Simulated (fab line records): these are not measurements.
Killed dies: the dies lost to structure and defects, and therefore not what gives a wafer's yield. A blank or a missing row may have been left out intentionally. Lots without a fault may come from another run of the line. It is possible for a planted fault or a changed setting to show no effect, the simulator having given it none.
Struck lot and sound lot, side by side ; flow gf180mcu ; 25 out of 602 route steps
Sound: the wafers L863.1, L863.2, L863.4. The struck wafers were L865.1, L865.3, L865.6. The cause is given at the end.
Order at every step that has rows: each side's tool, ch and its chambers, its first start. Under that, the readings that differ: sound wafers ; struck wafers ; difference of the means ; sigmas: that difference in standard deviations of wafers without a fault.
alike: readings with means less than 2 such deviations apart, plus words and numbers identical on both sides. not compared: withheld readings, readings lacking a value on some wafer, bounds such as >300 that could conceal the same value, and numbers that have no deviation in the record and whose values overlap.
The two part at a step that has a row with sigmas, a row that says differs or no value, or rows on one side only. When numbers do not overlap yet have no deviation, they are printed without sigmas and do not part them. A reading that every wafer of one side lacks parts them only if that side has two wafers or more.

first, 4 steps without rows for these wafers: GF_V1_STRIP_19 (strips in post etch residue remover, time 1200 s); GF_V1_CLEAN_20 (cleans in DIW); GF_V1_SPUTTER_21 (material Ti, target thk 15 nm, time 80.02 s); GF_V1_SPUTTER_22 (material TiN, target thk 10 nm, time 40 s).
GF_V1_CVD_23: deposits W, target thk 350 nm, time 105.05 s.
  sound on cvdW-02 ch 0,1, day 18 06:11; struck on cvdW-02 ch 0,1, day 19 00:02
  alike: heaterPowerW, susceptorTempC
GF_V1_RS_MEAS_24: uses a four-point probe to measure.
  struck on filmMetro-02, day 19 00:10; sound on filmMetro-02, day 18 06:17
reading;sound;struck;difference;sigmas
V1_W_RS (ohm/sq);0.334 0.332 0.337;0.328 0.325 0.326;-0.008;-2
GF_V1_THK_MEAS_25: measures by xrf.
  struck on filmMetro-02, day 19 00:17; sound on filmMetro-02, day 18 06:25
reading;sound;struck;difference;sigmas
V1_W_THK (nm);344 349 341;353 356 352;+9;+2
GF_V1_CMP_26: polishes, stops on SiO2, t overpolish 15 s, target thk 0 nm.
  sound on cmp-01 ch 0,2,3, day 18 06:28; struck on cmp-01 ch 0,1,2, day 19 00:20
  alike: motorCurrentA, overpolishRunS, timeToEndpointS
then, 2 steps without rows for these wafers: GF_M2_SPUTTER_00 (material Ti, target thk 37.5 nm, time 150 s); GF_M2_SPUTTER_01 (material TiN, target thk 30 nm, time 25 s).
GF_M2_SPUTTER_02: material AlCu, target thk 450 nm, time 23.9 s.
  struck on pvdSputter-04, day 19 00:46; sound on pvdSputter-04, day 18 06:54
  alike: cathodeDcPowerW, chamberPressurePa, throttleValvePct
GF_M2_SPUTTER_03: material Ti, target thk 10 nm, time 6.7 s.
  struck on pvdSputter-04, day 19 00:48; sound on pvdSputter-04, day 18 06:56
  alike: cathodeDcPowerW, chamberPressurePa, throttleValvePct
GF_M2_SPUTTER_04: material TiN, target thk 50 nm, time 41.7 s.
  struck on pvdSputter-04, day 19 00:49; sound on pvdSputter-04, day 18 06:57
  no value came back on the struck wafers for cathodeDcPowerW (W), chamberPressurePa (Pa), throttleValvePct (%); on the sound wafers cathodeDcPowerW (W) reads 6500.6 6499.2 6501.3
GF_M2_THK_MEAS_06: measures by xrf.
  struck on filmMetro-01, day 19 00:59; sound on filmMetro-02, day 18 07:07
reading;sound;struck;difference;sigmas
M2_ALCU_THK (nm);451 447 455;497 498 498;+47;+11
then, 7 steps without rows for these wafers: GF_M2_DEHYDRATE_07 (time 60 s); GF_M2_HMDS_08 (prime time 60 s); GF_M2_COAT_09 (resist thk 1000 nm); GF_M2_SOFTBAKE_10 (time 60 s); GF_M2_EXPOSE_11 (exposes mask Metal2, target cd 280 nm); GF_M2_PEB_12 (peb time 90 s); GF_M2_DEVELOP_13 (develop time 60 s).
GF_M2_CD_MEAS_14: target cd 280 nm.
  struck on cdSem-01, day 20 01:22; sound on cdSem-02, day 19 07:20
  alike: cdNm
GF_M2_OVL_MEAS_15:
  struck on overlay-02, day 20 01:29; sound on overlay-02, day 19 07:27
  alike: M2_OVL
GF_M2_METAL_ETCH_16: etches the open film in Cl2/BCl3, stops on SiO2, target depth 627.5 nm, time 104.6 s.
  sound on rieMetal-04 ch 0,1, day 19 07:29; struck on rieMetal-01 ch 0,1, day 20 01:31
reading;sound;struck;difference;sigmas
oesProductAu (a.u.);0.983 0.971 0.966;0.981 0.988 0.996;+0.015;+3
  alike: bcl3FlowSccm, drypumpMotorCurrentA, throttleValvePct
  not compared: rfHoursCounterH
GF_M2_STRIP_17: strips in O2/N2.
  sound on plasmaAsher-01 ch 0,1, day 19 07:35; struck on plasmaAsher-02 ch 1, day 20 01:38
  alike: drypumpMotorCurrentA, heaterPowerW, oesProductAu, stripTimeToEndpointS
  not compared: rfHoursCounterH

## WHERE THEY PART
Last at GF_M2_METAL_ETCH_16 as far as this record goes, first at GF_V1_RS_MEAS_24. Later steps at which nothing parts them and some readings are alike: GF_M2_STRIP_17.

WHY: the cause the simulator had injected
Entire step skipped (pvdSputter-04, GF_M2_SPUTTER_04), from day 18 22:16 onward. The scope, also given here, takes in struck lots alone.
